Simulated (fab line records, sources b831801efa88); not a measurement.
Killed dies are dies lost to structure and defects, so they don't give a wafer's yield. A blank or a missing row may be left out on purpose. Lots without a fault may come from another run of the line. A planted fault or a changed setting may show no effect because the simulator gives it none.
Problem report in the 8D (eight disciplines) form, filled by code | flow gf180mcu | the parts of the form that need people (team, actions taken, sign-off) are left out

1. THE PROBLEM
POLY_GATE_CVD_00_THK at GF_POLY_GATE_THK_MEAS_01 reads a mean of 171.9 nm on 6 wafers of 2 lots; wafers without a fault read 200.8 nm with a standard deviation of 2.2. That is -13 standard deviations from the usual mean.
First seen on wafer L131.1, day 13 02:51, on film_metro-02. The record holds 42 wafers of 14 lots with a number at this step. Rule for "out", or "out of limits": more than 4 standard deviations from the usual mean. The other wafers with a number count as sound.

2. WHAT IT IS AND WHAT IT IS NOT
question                    | is                     | is not
which readings at this step | POLY_GATE_CVD_00_THK   | -
which lots                  | L131, L134             | L115, L116, L117, L118, L119, L120, L122, L124, L128, L132, L137, L138
which wafers of those lots  | all that have a number | -
read on which gauges        | film_metro-02          | film_metro-03, film_metro-04
when                        | from day 13 02:51      | up to then (27 sound wafers); but 9 sound wafers of L132, L137, L138 came after

3. SUSPECTS, AND WHAT RULES EACH OUT
Counting: a tool at a process step up to the reading stays a suspect if it ran every lot that is out and no sound lot after the first of them.
- the gauge at GF_POLY_GATE_THK_MEAS_01: ruled out. All the wafers that are out were read on film_metro-02, but those of them that GF_POLY_GATE_ETCH_13 has rows for are out there too, on other tools.
- lpcvd-02 at GF_POLY_GATE_CVD_00 (deposits poly-Si, target thk 200 nm, time 1200 s): kept. It ran every lot that is out, first L131 (day 13 00:51), and no sound lot after that; its last sound lot up to then is L124 (day 11 01:24).
Left after counting: lpcvd-02 at GF_POLY_GATE_CVD_00.

4. THE CAUSE (what the simulator had put in)
Site profile drift: lpcvd-02, from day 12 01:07 on, at GF_POLY_GATE_CVD_00. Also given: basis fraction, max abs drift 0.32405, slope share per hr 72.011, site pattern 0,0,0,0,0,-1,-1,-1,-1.
Counting left only this tool.

5. THE CHAIN OF EFFECTS, in route order
Each row: a reading whose mean over the struck wafers that have a number lies more than 3 standard deviations from the usual. Only readings for which the record gives a usual standard deviation are gone through. hours: the time from each lot's start at the first step in this table that gives one to its start at this step, as a median over the lots. sigmas: the change in usual standard deviations.
hours | step                     | reading              | usual      | on struck wafers | change | sigmas
0     | GF_POLY_GATE_THK_MEAS_01 | POLY_GATE_CVD_00_THK | 200.8 nm   | 171.9            | -28.9  | -13
21    | GF_POLY_GATE_ETCH_13     | oes_product_au       | 0.995 a.u. | 0.897            | -0.098 | -13
The process steps in it:
- GF_POLY_GATE_ETCH_13: etches poly-Si in HBr/Cl2, stops on SiO2, target depth 198.5 nm, time 69.6 s.

6. WHAT WOULD HAVE CAUGHT IT SOONER
In this record the first reading out of limits at a measuring or inspecting step was taken at day 13 02:51, 26 hours after the fault began at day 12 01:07.
Of the tool readings at GF_POLY_GATE_CVD_00 for which the record gives a usual standard deviation, none was out on any struck wafer, so an alarm limit of 4 standard deviations on them would not have fired.
Of the lots that are out (2), L134 began GF_POLY_GATE_CVD_00 on lpcvd-02 after day 13 02:51. A hold on the tool at that time would have spared it.
